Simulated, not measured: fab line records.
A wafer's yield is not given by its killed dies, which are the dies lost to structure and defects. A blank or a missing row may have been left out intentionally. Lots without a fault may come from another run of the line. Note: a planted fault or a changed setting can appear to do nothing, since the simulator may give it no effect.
What tool caused it? | flow sky130 | 11 lots, 33 wafers sampled, at 3 steps of a route of 708

WHAT EACH GAUGE READ, for each wafer
SKY_CAP2M_THK_MEAS_01.
lot  | measured     | on            | CAP2M_CVD_00_THK (nm)
L929 | day 39 18:34 | film metro-04 | 15.33 15.06 15.64
L930 | day 40 00:19 | film metro-01 | 15.86 15.72 15.73
L931 | day 40 15:50 | film metro-01 | 15.48 15.92 15.85
L934 | day 41 13:10 | film metro-03 | 15.75 15.54 15.76
L935 | day 41 14:51 | film metro-01 | 15.25 15.74 15.41
L938 | day 42 08:48 | film metro-01 | 15.21 15.29 15.43
L941 | day 43 12:46 | film metro-01 | 15.31 15.63 15.69
L943 | day 43 17:43 | film metro-04 | 15.44 15.47 15.74
L945 | day 44 05:14 | film metro-03 | 15.55 15.50 10.23
L948 | day 45 01:53 | film metro-01 | 15.47 15.62 9.64
L952 | day 45 22:40 | film metro-01 | 14.78 15.53 15.56

TOOL THAT RAN EACH LOT (tool first, then ch and the chambers of the sampled wafers, then the start)
lot  | SKY_METAL2_ETCH_18                | SKY_CAP2M_CVD_00
L929 | rie metal-01 ch 0,1, day 35 04:55 | pecvd-01 ch 0,2, day 39 18:32
L930 | rie metal-04 ch 0,1, day 35 10:58 | pecvd-02 ch 0,2, day 40 00:18
L931 | rie metal-04 ch 0,1, day 36 03:56 | pecvd-03 ch 0,2, day 40 15:48
L934 | rie metal-02 ch 0,1, day 37 02:38 | pecvd-01 ch 1,2, day 41 13:07
L935 | rie metal-01 ch 0,1, day 37 04:51 | pecvd-02 ch 0,2, day 41 14:49
L938 | rie metal-02 ch 0,1, day 38 00:43 | pecvd-03 ch 0,1,2, day 42 08:46
L941 | rie metal-04 ch 0,1, day 39 06:23 | pecvd-02 ch 0,1, day 43 12:44
L943 | rie metal-01 ch 0,1, day 39 13:01 | pecvd-03 ch 1,2, day 43 17:42
L945 | rie metal-02 ch 0,1, day 40 02:43 | pecvd-03 ch 0,1,2, day 44 05:13
L948 | rie metal-01 ch 0,1, day 41 00:14 | pecvd-03 ch 0,2, day 45 01:51
L952 | rie metal-04 ch 1, day 41 23:43   | pecvd-01 ch 0,1, day 45 22:38
- SKY_METAL2_ETCH_18: etches BARC in N2/H2, stops on SiO2, time 45.9 s, target depth 60 nm.
- SKY_CAP2M_CVD_00: deposits SiO2, target thk 15.5 nm.

THE ANSWER, worked out from the rows above alone
Rule: what is usual is taken from the lots themselves. The widest of any qualifying gaps counts: lots, ordered by their means at a reading, are off when they make up no more than a third of the lots, leave a main group of 4 or more, and stand apart from it by 3 or more times the standard deviation of that group's means. If all means in a main group match to the digits the tables above print for the reading, that group is not used. Also off: a lot with no number at a reading for which 4 or more lots have one. Where the step has rows for the other lots, those lots are counted as sound.
Off: at SKY_CAP2M_THK_MEAS_01 (CAP2M_CVD_00_THK), L945, L948. Main group: mean 15.52 nm, sd 0.17.
If a tool, at a process step before that reading, ran all the lots that are off and no sound lot after the first of them, it fits. The gauges at SKY_CAP2M_THK_MEAS_01 are tried like those tools. One fits: SKY_CAP2M_CVD_00 on pecvd-03. A fault onset in the window from L943 (day 43 17:42, its last sound lot) to L945 (day 44 05:13, its first lot off) fits.

WHAT THE SIMULATOR PUT IN
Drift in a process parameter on pecvd-03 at SKY_CAP2M_CVD_00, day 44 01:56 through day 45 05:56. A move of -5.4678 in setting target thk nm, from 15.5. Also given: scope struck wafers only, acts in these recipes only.
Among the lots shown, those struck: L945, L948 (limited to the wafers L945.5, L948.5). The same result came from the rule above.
